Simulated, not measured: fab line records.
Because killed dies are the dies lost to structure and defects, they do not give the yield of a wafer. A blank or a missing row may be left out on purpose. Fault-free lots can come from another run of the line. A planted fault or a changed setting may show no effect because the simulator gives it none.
Chamber matching | flow sky130 | SKY_VIA1_CMP_24 on cmp-01 has 4 sister chambers
The step polishes, stops on SiO2, t overpolish 15 s, target thk 0 nm. 4 wafers are shown with their chamber, then 9 later ones without.

== WAFERS PAIRED WITH THEIR CHAMBERS ==
wafer  | chamber | motor_current_A (A)
L992.3 | 1       | 10.0
L101.1 | 3       | 13.6
L101.3 | 0       | 11.3
L101.5 | 2       | 11.9

== WAFERS WHOSE CHAMBER IS MISSING ==
wafer  | motor_current_A (A)
L106.3 | 11.0
L106.4 | 13.9
L106.5 | 13.2
L108.1 | 10.4
L108.4 | 13.6
L108.6 | 10.0
L109.1 | 12.4
L109.2 | 10.8
L109.4 | 12.8

== EACH ONE'S CHAMBER ==
wafer  | from the rows above          | in truth
L106.3 | can't be placed: 0 or 2 or 1 | 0
L106.4 | 3                            | 3
L106.5 | 3                            | 3
L108.1 | can't be placed: 1 or 0      | 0
L108.4 | 3                            | 3
L108.6 | 1                            | 1
L109.1 | can't be placed: 2 or 0 or 3 | 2
L109.2 | can't be placed: 0 or 1 or 2 | 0
L109.4 | can't be placed: 3 or 2 or 0 | 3
4 of 9 placed correctly. These rows do not allow placing 5 (true chamber among the candidates in 5). Placed wrongly: 0.
How it was worked out, from the rows above alone: a wafer's distance from a chamber is the root of the sum, over the readings, of the square of ((its reading less the chamber's mean) divided by the reading's scatter). The wafer belongs to the nearest chamber; if the next one is less than 2 further off, it can't be placed. A chamber's mean is the mean of its shown wafers. The scatter: root of mean squared gap, hidden wafer to nearest shown wafer, with one shown wafer a chamber.
